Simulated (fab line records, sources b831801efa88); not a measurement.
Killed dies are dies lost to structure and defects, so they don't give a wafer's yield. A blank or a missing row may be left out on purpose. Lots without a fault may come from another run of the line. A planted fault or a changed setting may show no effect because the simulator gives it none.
A struck lot beside a sound one | flow sky130 | 15 steps out of a route of 708
Sound: wafers L816.1, L816.2, L816.6. Struck: wafers L825.1, L825.2, L825.4. The cause comes at the end.
At each step with rows: each side's tool, then ch and its chambers, then its first start. Under that, the readings that differ: sound wafers | struck wafers | difference of the means | sigmas: that difference in standard deviations of wafers without a fault.
alike: readings whose means differ by less than 2 such deviations, and words and numbers that are the same on both sides. not compared: withheld readings, readings that some wafer has no value for, bounds like >300 that may hide the same value, and numbers for which the record gives no deviation and whose values overlap.
The two part at a step that has a row with sigmas, a row that says differs or no value, or rows on one side only. Numbers that don't overlap but have no deviation are shown without sigmas and don't part them. A reading that every wafer of one side lacks parts them only if that side has two wafers or more.

first, 8 steps without rows for these wafers: SKY_METAL4_DEHYDRATE_05 (time 60 s); SKY_METAL4_HMDS_06 (prime time 60 s); SKY_METAL4_COAT_07 (resist thk 60 nm); SKY_METAL4_COAT_08 (resist thk 1140 nm); SKY_METAL4_SOFTBAKE_09 (time 90 s); SKY_METAL4_EXPOSE_10 (exposes mask MM4, target cd 300 nm); SKY_METAL4_PEB_11; SKY_METAL4_DEVELOP_12 (develop time 60 s).
SKY_METAL4_CD_MEAS_13: target cd 300 nm.
  sound on cd_sem-02, day 43 23:15; struck on cd_sem-01, day 46 01:14
  alike: cd_nm
SKY_METAL4_OVL_MEAS_14:
  sound on overlay-02, day 43 23:22; struck on overlay-02, day 46 01:21
  alike: METAL4_OVL
SKY_METAL4_DESCUM_15: chemistry O2, time 8 s.
  sound on rie_metal-02 ch 0, day 43 23:24; struck on rie_metal-02 ch 0,1, day 46 01:23
  alike: drypump_motor_current_A, he_backside_leak_sccm, oes_product_au
  not compared: rf_hours_counter_h
SKY_METAL4_ETCH_16: etches BARC in N2/H2, stops on SiO2, time 88.2 s, target depth 60 nm.
  sound on rie_metal-02 ch 0, day 43 23:28; struck on rie_metal-02 ch 0,1, day 46 01:25
  alike: bias_w, chamber_pressure_mTorr, drypump_motor_current_A, h2_flow_sccm, he_backside_leak_sccm, oes_product_au, throttle_valve_pct
  not compared: rf_hours_counter_h
SKY_METAL4_ETCH_17: etches SiO2 in C4F8/O2/Ar, stops on TiN, time 3.9 s, target depth 15 nm.
  sound on rie_diel-04 ch 1,2,3, day 43 23:40; struck on rie_diel-01 ch 0,1,2, day 46 01:31
  no value came back on the struck wafers for bias_w (W), chamber_pressure_mTorr (mTorr), oes_product_au (a.u.); on the sound wafers bias_w (W) reads 1195 1195 1198
SKY_METAL4_METAL_ETCH_18: etches the open film in Cl2/BCl3, stops on SiO2, target depth 845 nm, time 183.1 s.
  sound on rie_metal-03 ch 0,1, day 43 23:41; struck on rie_metal-03 ch 0,1, day 46 01:32
  alike: bcl3_flow_sccm, bias_w, drypump_motor_current_A, he_backside_leak_sccm, oes_product_au, throttle_valve_pct
  not compared: rf_hours_counter_h
-- the record jumps here: 3 days lie between the struck wafers' starts before and after (it left off in module METAL4 and takes up again in module PAD_OPEN, whose first step shown is number 708 of the route) --
SKY_PAD_OPEN_PROBE_99:
  the record has rows for the struck wafers here (prober-01, day 49 11:42) and none for the sound ones

WHERE THEY PART
First at SKY_METAL4_ETCH_17; last, within this record, at SKY_PAD_OPEN_PROBE_99.

WHY: what the simulator had put in
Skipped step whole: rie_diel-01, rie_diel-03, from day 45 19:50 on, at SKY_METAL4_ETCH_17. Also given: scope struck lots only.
